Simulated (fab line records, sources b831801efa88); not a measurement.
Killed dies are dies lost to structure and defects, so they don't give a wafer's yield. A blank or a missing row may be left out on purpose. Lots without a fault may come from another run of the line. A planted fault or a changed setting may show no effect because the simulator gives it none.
fab line records | flow sky130
record lots=5 wafers=23
route steps=708 shown CAP2M@611 METAL4@632 VIA4@645 METAL5@664 PASSIVATION@692 PAD_OPEN@697
start_h: hours from the record's first day to the start of the lot's first wafer shown | wait_h: hours since the lot's step before | " the same as in the row above | L1.1+2: a row that stands for several wafers | - no value, or no start given | * or withheld: withheld | < > ~ a bound
route shown NAME@n: a module of which the file shows steps, and the number in the route of the first | usual: mean/standard deviation of fault-free wafers | same: alike in all rows | chamber/n: place in a boat | sites: the reading at each site | _std_site: their standard deviation | _edge_site: outer sites' mean less inner sites' | radius_mm: how far each site lies from the wafer's centre | mask NAME#n: copy n | behind: the tool/chamber that last shaped the wafer | hold: why the lot was held/for how many hours/how that ended | device: the transistor (n, p or np) that didn't switch | end of line: the same wafers' tests at the end of the route | a step without rows: its recipe alone | killed: dies lost to structure and defects at the first sort, not the wafer's yield | map: a wafer's dies, x killed, . not, _ none there
set.NAME: the setting as run; set.NAME@STEP: as run at that earlier step | model.NAME: the simulator's own value behind a step, which no gauge read
lots whose settings were changed on purpose; a table a step, a row a wafer
## steps
# step SKY_CAP2M_SOFTBAKE_08
# recipe temp_c=90 time_s=60 resist=NOVOLAK
# columns lot.wafer tool chamber start_h wait_h set.temp_c
L076.2+3 litho_track-01 0 963.16 0.1 90
L076.4+5+6 " 0 " " 92.91
L080.1+4+5 litho_track-03 0 988.63 0.1 86.25
L080.3+6 " 0 " " 90
L081.1+6 litho_track-04 0 992.99 0.1 90
L081.2+3+4 " 0 " " 87.34
L082.1+2+4+5+6 litho_track-04 0 1002.74 0.1 90
L084.3+5+6 litho_track-03 0 1017.68 0.1 90
# step SKY_CAP2M_EXPOSE_09
# recipe mask_id=CAP2M na=0.6 source_shape=conventional sigma_outer=0.6 polarization=unpolarized target_cd_nm=1000 dose_mj=159
# step SKY_CAP2M_PEB_10
# recipe temp_c=withheld time_s=* resist=NOVOLAK
# step SKY_CAP2M_DEVELOP_11
# recipe resist=NOVOLAK developer=TMAH develop_time_s=60 dev_temp_c=23
# columns lot.wafer tool chamber start_h wait_h set.temp_c@CAP2M_SOFTBAKE_08 model.NOVOLAK_of_CAP2M_COAT_07.thk_nm
L076.2 litho_track-01 0 975.46 0.1 90 1136
L076.3 " 0 " " 90 1140
L076.4 " 0 " " 92.91 1130
L076.5 " 0 " " 92.91 1131
L076.6 " 0 " " 92.91 1129
L080.1+4 litho_track-04 0 1000.09 0.1 86.25 1154
L080.3 " 0 " " 90 1141
L080.5 " 0 " " 86.25 1156
L080.6 " 0 " " 90 1140
L081.1+6 litho_track-01 0 1004.14 0.1 90 1139
L081.2+3 " 0 " " 87.34 1148
L081.4 " 0 " " 87.34 1144
L082.1 litho_track-03 0 1014.48 0.1 90 1142
L082.2 " 0 " " 90 1145
L082.4 " 0 " " 90 1148
L082.5 " 0 " " 90 1146
L082.6 " 0 " " 90 1144
L084.3+6 litho_track-03 0 1029.03 0.1 90 1140
L084.5 " 0 " " 90 1139
# step SKY_CAP2M_METAL_ETCH_13
# recipe target_depth_nm=220 stop_on=SiO2 chemistry=Cl2/BCl3 target=TiN pressure_mtorr=10 icp_w=900 bias_w=48.5 Cl2_flow_sccm=60 bcl3_flow_sccm=30 time_s=62.9
# columns lot.wafer tool chamber start_h wait_h set.temp_c@CAP2M_SOFTBAKE_08 model.NOVOLAK_of_CAP2M_COAT_07.thk_nm
L076.2 rie_metal-03 0 975.62 0.0 90 988.5
L076.3 " 1 " " 90 989.8
L076.4 " 0 " " 92.91 982.8
L076.5 " 1 " " 92.91 981.2
L076.6 " 0 " " 92.91 981.9
L080.1+4 rie_metal-03 1 1000.28 0.0 86.25 1004
L080.3 " 0 " " 90 994
L080.5 " 1 " " 86.25 1005
L080.6 " 0 " " 90 992.2
L081.1 rie_metal-04 1 1004.32 0.0 90 991.8
L081.2+3 " 0 " " 87.34 1002
L081.4 " 1 " " 87.34 996.3
L081.6 " 0 " " 90 992.5
L082.1 rie_metal-02 0 1014.66 0.0 90 992.4
L082.2 " 1 " " 90 995.5
L082.4 " 1 " " 90 1000
L082.5 " 0 " " 90 997.7
L082.6 " 1 " " 90 996.8
L084.3 rie_metal-02 0 1029.19 0.0 90 991
L084.5 " 0 " " 90 988.8
L084.6 " 1 " " 90 992.7
# step SKY_METAL4_ETCH_16
# recipe chemistry=N2/H2 target=BARC ion_energy_ev=200 bias_w=100 pressure_mtorr=30 n2_flow_sccm=100 h2_flow_sccm=200 icp_w=500 stop_on=SiO2 time_s=88.2 target_depth_a=600
# usual oes_product_au=0.626/0.005
# columns lot.wafer tool chamber start_h wait_h set.time_s oes_product_au
L076.2 rie_metal-04 0 999.55 0.0 88.2 0.622
L076.3 " 0 " " 88.2 0.625
L076.4 " 1 " " 88.2 0.625
L076.5 " 0 " " 88.2 0.631
L076.6 " 1 " " 88.2 0.624
L080.1 rie_metal-02 1 1022.50 0.0 80.75 0.656
L080.3 " 0 " " 88.2 0.626
L080.4 " 1 " " 88.2 0.615
L080.5 " 1 " " 80.75 0.644
L080.6 " 0 " " 88.2 0.631
L081.1 rie_metal-02 0 1027.71 0.0 88.2 0.627
L081.2 " 1 " " 88.2 0.634
L081.3 " 1 " " 88.2 0.630
L081.4 " 0 " " 88.2 0.628
L081.6 " 1 " " 88.2 0.628
L082.1 rie_metal-04 1 1038.10 0.0 88.2 0.629
L082.2 " 0 " " 77.47 0.656
L082.4 " 0 " " 77.47 0.660
L082.5 " 1 " " 77.47 0.653
L082.6 " 0 " " 88.2 0.629
L084.3 rie_metal-01 1 1052.06 0.0 88.2 0.621
L084.5 " 1 " " 88.2 0.624
L084.6 " 0 " " 88.2 0.627
# step SKY_VIA4_COAT_06
# recipe resist=NOVOLAK spin_rpm=3000 resist_thk_nm=1140
# columns lot.wafer tool chamber start_h wait_h set.spin_rpm model.NOVOLAK_of_VIA4_COAT_06.thk_nm
L076.2+3 litho_track-04 0 1012.32 0.1 3000 1138
L076.4+6 " 0 " " 3000 1140
L076.5 " 0 " " 3000 1142
L080.1 litho_track-04 0 1035.69 0.1 3000 1140
L080.3 " 0 " " 3000 1136
L080.4 " 0 " " 3000 1141
L080.5 " 0 " " 3000 1139
L080.6 " 0 " " 3000 1142
L081.1+4 litho_track-01 0 1040.79 0.1 3214 1100
L081.2 " 0 " " 3000 1137
L081.3+6 " 0 " " 3000 1139
L082.1 litho_track-02 0 1049.11 0.1 3000 1144
L082.2 " 0 " " 3000 1142
L082.4 " 0 " " 2829 1176
L082.5 " 0 " " 2829 1180
L082.6 " 0 " " 3000 1143
L084.3 litho_track-04 0 1064.39 0.1 3000 1139
L084.5+6 " 0 " " 3000 1140
# step SKY_VIA4_ETCH_12
# recipe target=SiO2 chemistry=C4F8/O2/Ar stop_on=TiN mask_material=NOVOLAK source_w=1500 bias_w=1200 pressure_mtorr=40 c4f8_flow_sccm=withheld O2_flow_sccm=6 Ar_flow_sccm=300 time_s=withheld target_depth_a=5800
# columns lot.wafer tool chamber start_h wait_h set.source_w set.spin_rpm@VIA4_COAT_06 model.NOVOLAK_of_VIA4_COAT_06.thk_nm
L076.2+4 rie_diel-02 3,1 1022.47 0.0 1577 3000 1005
L076.3 " 2 " " 1577 3000 1004
L076.5+6 " 1,0 " " 1500 3000 1010
L080.1+5+6 rie_diel-01 2,2,1 1046.58 0.0 1500 3000 1006
L080.3 " 1 " " 1500 3000 998.6
L080.4 " 3 " " 1500 3000 1010
L081.1 rie_diel-03 2 1051.53 0.0 1500 3214 968
L081.2 " 0 " " 1393 3000 1006
L081.3 " 3 " " 1500 3000 1009
L081.4 " 3 " " 1393 3214 972.9
L081.6 " 2 " " 1500 3000 1007
L082.1 rie_diel-02 2 1061.33 0.0 1613 3000 1008
L082.2 " 1 " " 1613 3000 1006
L082.4 " 3 " " 1500 2829 1047
L082.5 " 1 " " 1613 2829 1044
L082.6 " 2 " " 1500 3000 1011
L084.3 rie_diel-03 0 1074.32 0.0 1500 3000 1005
L084.5 " 2 " " 1500 3000 1009
L084.6 " 1 " " 1500 3000 1008
# step SKY_VIA4_STRIP_13
# recipe chemistry=O2/N2 power_w=1400 pressure_mtorr=1500 platen_temp_c=withheld o2_flow_sccm=3000 n2_flow_sccm=300 overash_fraction=0.5
# usual strip_time_to_endpoint_s=12.801/0.027
# columns lot.wafer tool chamber start_h wait_h set.spin_rpm@VIA4_COAT_06 strip_time_to_endpoint_s
L076.2 plasma_asher-03 1 1022.55 - 3000 12.803
L076.3 " 0 " " 3000 12.792
L076.4 " 1 " " 3000 12.801
L076.5 " 0 " " 3000 12.798
L076.6 " 1 " " 3000 12.788
L080.1 plasma_asher-03 0 1046.65 - 3000 12.807
L080.3 " 1 " " 3000 12.716
L080.4 " 0 " " 3000 12.785
L080.5 " 1 " " 3000 12.813
L080.6 " 0 " " 3000 12.799
L081.1 plasma_asher-01 1 1051.60 - 3214 12.367
L081.2 " 0 " " 3000 12.814
L081.3 " 1 " " 3000 12.770
L081.4 " 0 " " 3214 12.428
L081.6 " 1 " " 3000 12.822
L082.1 plasma_asher-03 1 1061.40 - 3000 12.822
L082.2 " 0 " " 3000 12.805
L082.4 " 0 " " 2829 13.211
L082.5 " 0 " " 2829 13.205
L082.6 " 1 " " 3000 12.804
L084.3 plasma_asher-03 1 1074.43 - 3000 12.809
L084.5 " 0 " " 3000 12.762
L084.6 " 1 " " 3000 12.770
# step SKY_VIA4_SPUTTER_17
# recipe material=TiN target_thk_nm=20 chamber_pressure_pa=5 power_w=4000 time_s=80
# columns lot.wafer tool chamber start_h wait_h set.power_w model.TiN_of_VIA4_SPUTTER_17.thk_nm
L076.2 pvd_sputter-03 - 1023.29 0.0 3792 19.17
L076.3 " - " " 4000 20.21
L076.4 " - " " 4000 20.32
L076.5 " - " " 4000 20.33
L076.6 " - " " 3792 19.39
L080.1 pvd_sputter-02 - 1047.42 0.0 4000 19.63
L080.3 " - " " 4000 19.76
L080.4 " - " " 4000 19.78
L080.5 " - " " 4000 19.69
L080.6 " - " " 4000 19.6
L081.1 pvd_sputter-02 - 1052.23 0.0 4000 20.61
L081.2 " - " " 3875 19.77
L081.3 " - " " 4000 20.45
L081.4 " - " " 4000 20.14
L081.6 " - " " 3875 19.85
L082.1 pvd_sputter-01 - 1062.04 0.0 4000 20.33
L082.2 " - " " 4176 21.34
L082.4 " - " " 4000 20.1
L082.5 " - " " 4000 20.57
L082.6 " - " " 4176 21.03
L084.3 pvd_sputter-03 - 1074.99 0.0 4000 19.78
L084.5 " - " " 4000 19.92
L084.6 " - " " 4000 19.97
# step SKY_METAL5_SPUTTER_03
# recipe material=Ti target_thk_nm=5 power_w=3000 time_s=3.3 chamber_pressure_pa=0.4
# columns lot.wafer tool chamber start_h wait_h set.time_s model.Ti_of_METAL5_SPUTTER_03.thk_nm
L076.2 pvd_sputter-01 - 1024.08 0.0 3.3 5.062
L076.3 " - " " 3.3 4.954
L076.4 " - " " 3.3 4.968
L076.5 " - " " 3.3 5.084
L076.6 " - " " 3.3 5.035
L080.1 pvd_sputter-04 - 1048.41 0.0 3.3 5.117
L080.3 " - " " 3.3 5.077
L080.4 " - " " 3.3 5.179
L080.5 " - " " 3.3 5.123
L080.6 " - " " 3.3 5.156
L081.1 pvd_sputter-03 - 1053.04 0.0 2.815 4.427
L081.2 " - " " 3.3 4.943
L081.3 " - " " 3.3 4.897
L081.4 " - " " 3.3 4.96
L081.6 " - " " 2.815 4.188
L082.1 pvd_sputter-03 - 1062.84 0.0 2.837 4.22
L082.2 " - " " 3.3 4.821
L082.4 " - " " 2.837 4.135
L082.5 " - " " 3.3 4.914
L082.6 " - " " 2.837 4.15
L084.3 pvd_sputter-04 - 1075.79 0.0 3.3 5
L084.5 " - " " 3.3 5.042
L084.6 " - " " 3.3 5.019
# step SKY_METAL5_EXPOSE_11
# recipe mask_id=MM5 na=0.6 source_shape=conventional sigma_outer=0.6 polarization=unpolarized target_cd_nm=1600 dose_mj=190
# columns lot.wafer tool chamber start_h wait_h mask set.dose_mj
L076.2+4+6 iline_stepper-01 0 - - MM5#0 190
L076.3+5 " 0 " " MM5#0 182.2
L080.1+3+4+5+6 iline_stepper-01 0 - - MM5#0 190
L081.1+2 iline_stepper-01 0 - - MM5#0 190
L081.3+4+6 " 0 " " MM5#0 179.7
L082.1+6 iline_stepper-01 0 - - MM5#0 190
L082.2+4+5 " 0 " " MM5#0 177.6
L084.3+5+6 iline_stepper-02 0 - - MM5#0 190
# step SKY_METAL5_PEB_12
# recipe temp_c=withheld time_s=* resist=NOVOLAK
# step SKY_METAL5_DEVELOP_13
# recipe resist=NOVOLAK developer=TMAH develop_time_s=60 dev_temp_c=23
# step SKY_METAL5_DESCUM_14
# recipe chemistry=O2 source_power_w=150 bias_power_w=0 pressure_mtorr=10 temp_c=40 time_s=11
# columns lot.wafer tool chamber start_h wait_h set.dose_mj@METAL5_EXPOSE_11 model.METAL5.cd_nm
L076.2 rie_metal-04 1 1046.64 0.1 190 1596
L076.3 " 0 " " 182.2 1608
L076.4 " 1 " " 190 1597
L076.5 " 1 " " 182.2 1611
L076.6 " 0 " " 190 1595
L080.1 rie_metal-01 1 1069.79 0.1 190 1598
L080.3+5 " 1 " " 190 1597
L080.4 " 0 " " 190 1600
L080.6 " 0 " " 190 1599
L081.1 rie_metal-03 0 1074.03 0.1 190 1597
L081.2 " 1 " " 190 1598
L081.3 " 0 " " 179.7 1614
L081.4 " 1 " " 179.7 1613
L081.6 " 1 " " 179.7 1612
L082.1 rie_metal-01 0 1083.41 0.1 190 1601
L082.2 " 1 " " 177.6 1620
L082.4 " 1 " " 177.6 1622
L082.5 " 1 " " 177.6 1619
L082.6 " 0 " " 190 1600
L084.3 rie_metal-04 1 1096.64 0.1 190 1601
L084.5 " 1 " " 190 1604
L084.6 " 0 " " 190 1599
# step SKY_PASSIVATION_ETCH_11
# recipe chemistry=CF4/O2 target_depth_nm=725 stop_on=AlCu source_w=800 bias_w=150 pressure_mtorr=150 cf4_flow_sccm=80 O2_flow_sccm=10 time_s=161.1
# columns lot.wafer tool chamber start_h wait_h set.time_s model.coat_of_PASSIVATION_COAT_06.thk_nm
L076.2 rie_diel-02 0 1069.38 - 161.1 2563
L076.3 " 1 " " 161.1 2561
L076.4 " 3 " " 143.2 2625
L076.5 " 1 " " 143.2 2629
L076.6 " 0 " " 143.2 2621
L080.1 rie_diel-01 3 1092.09 - 161.1 2549
L080.3 " 0 " " 161.1 2546
L080.4+6 " 1 " " 161.1 2540
L080.5 " 0 " " 161.1 2541
L081.1 rie_diel-02 0 1096.64 - 161.1 2559
L081.2+3 " 1,2 " " 161.1 2545
L081.4 " 3 " " 161.1 2564
L081.6 " 0 " " 161.1 2558
L082.1 rie_diel-01 3 1105.19 - 180.6 2503
L082.2 " 2 " " 180.6 2492
L082.4 " 0 " " 180.6 2494
L082.5 " 2 " " 161.1 2557
L082.6 " 1 " " 161.1 2551
L084.3 rie_diel-01 0 1117.58 - 161.1 2538
L084.5 " 3 " " 161.1 2545
L084.6 " 0 " " 161.1 2547
# step SKY_PASSIVATION_STRIP_12
# recipe chemistry=O2/N2 power_w=1400 pressure_mtorr=1500 platen_temp_c=withheld overash_fraction=0.7 o2_flow_sccm=3000 n2_flow_sccm=300
# usual strip_time_to_endpoint_s=31.94/0.099
# columns lot.wafer tool chamber start_h wait_h set.time_s@PASSIVATION_ETCH_11 strip_time_to_endpoint_s
L076.2 plasma_asher-03 0 1069.48 0.1 161.1 32.03
L076.3 " 1 " " 161.1 32.01
L076.4 " 0 " " 143.2 32.79
L076.5 " 1 " " 143.2 32.83
L076.6 " 0 " " 143.2 32.71
L080.1 plasma_asher-01 1 1092.19 0.1 161.1 31.91
L080.3 " 0 " " 161.1 31.87
L080.4 " 1 " " 161.1 31.80
L080.5 " 0 " " 161.1 31.82
L080.6 " 1 " " 161.1 31.82
L081.1 plasma_asher-04 0 1096.75 0.1 161.1 32.00
L081.2 " 1 " " 161.1 31.87
L081.3 " 1 " " 161.1 31.87
L081.4 " 0 " " 161.1 32.05
L081.6 " 1 " " 161.1 31.98
L082.1 plasma_asher-01 1 1105.30 0.1 180.6 31.35
L082.2 " 0 " " 180.6 31.22
L082.4 " 0 " " 180.6 31.24
L082.5 " 1 " " 161.1 31.98
L082.6 " 0 " " 161.1 31.87
L084.3 plasma_asher-01 0 1117.72 0.1 161.1 31.77
L084.5 " 0 " " 161.1 31.88
L084.6 " 1 " " 161.1 31.88
# step SKY_PAD_OPEN_SOFTBAKE_03
# recipe temp_c=110 time_s=withheld
# columns lot.wafer tool chamber start_h wait_h set.temp_c model.coat_of_PAD_OPEN_COAT_02.thk_nm
L076.2 litho_track-04 0 1079.53 0.1 110 2990
L076.3 " 0 " " 110 2993
L076.4 " 0 " " 111.3 2986
L076.5 " 0 " " 110 2988
L076.6 " 0 " " 111.3 2984
L080.1+3 litho_track-02 0 1101.86 0.1 112.7 2970
L080.4 " 0 " " 112.7 2973
L080.5 " 0 " " 110 2986
L080.6 " 0 " " 110 2990
L081.1 litho_track-02 0 1107.66 0.1 110 3001
L081.2 " 0 " " 113.2 2976
L081.3 " 0 " " 110 3007
L081.4 " 0 " " 113.2 2969
L081.6 " 0 " " 113.2 2970
L082.1 litho_track-04 0 1114.14 0.1 111.3 2986
L082.2 " 0 " " 111.3 2984
L082.4 " 0 " " 110 2989
L082.5 " 0 " " 110 2992
L082.6 " 0 " " 111.3 2981
L084.3 litho_track-03 0 1127.29 0.1 110 2999
L084.5 " 0 " " 110 3000
L084.6 " 0 " " 110 2994
## key
split step=SKY_CAP2M_SOFTBAKE_08 setting=temp_c stated=90 by=wafer
response step=SKY_CAP2M_DEVELOP_11 reading=model.NOVOLAK_of_CAP2M_COAT_07.thk_nm change=-2.93 per=1% r=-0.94
response step=SKY_CAP2M_METAL_ETCH_13 reading=model.NOVOLAK_of_CAP2M_COAT_07.thk_nm change=-2.54 per=1% r=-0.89
split step=SKY_METAL4_ETCH_16 setting=time_s stated=88.2 by=wafer
response step=SKY_METAL4_ETCH_16 reading=oes_product_au change=-0.0025 per=1% r=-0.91
split step=SKY_VIA4_COAT_06 setting=spin_rpm stated=3000 by=wafer
response step=SKY_VIA4_COAT_06 reading=model.NOVOLAK_of_VIA4_COAT_06.thk_nm change=-5.64 per=1% r=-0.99
response step=SKY_VIA4_ETCH_12 reading=model.NOVOLAK_of_VIA4_COAT_06.thk_nm change=-5.66 per=1% r=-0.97
response step=SKY_VIA4_STRIP_13 reading=strip_time_to_endpoint_s change=* per=1% r=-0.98
split step=SKY_VIA4_ETCH_12 setting=source_w stated=1500 by=wafer
response none clear
split step=SKY_VIA4_SPUTTER_17 setting=power_w stated=4000 by=wafer
response step=SKY_VIA4_SPUTTER_17 reading=model.TiN_of_VIA4_SPUTTER_17.thk_nm change=+0.192 per=1% r=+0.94
split step=SKY_METAL5_SPUTTER_03 setting=time_s stated=3.3 by=wafer
response step=SKY_METAL5_SPUTTER_03 reading=model.Ti_of_METAL5_SPUTTER_03.thk_nm change=+0.0461 per=1% r=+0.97
split step=SKY_METAL5_EXPOSE_11 setting=dose_mj stated=190 by=wafer
response step=SKY_METAL5_DESCUM_14 reading=model.METAL5.cd_nm change=-3.03 per=1% r=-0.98
split step=SKY_PASSIVATION_ETCH_11 setting=time_s stated=161.1 by=wafer
response step=SKY_PASSIVATION_ETCH_11 reading=model.coat_of_PASSIVATION_COAT_06.thk_nm change=-5.16 per=1% r=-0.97
response step=SKY_PASSIVATION_STRIP_12 reading=strip_time_to_endpoint_s change=* per=1% r=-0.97
split step=SKY_PAD_OPEN_SOFTBAKE_03 setting=temp_c stated=110 by=wafer
response step=SKY_PAD_OPEN_SOFTBAKE_03 reading=model.coat_of_PAD_OPEN_COAT_02.thk_nm change=-8.75 per=1% r=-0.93
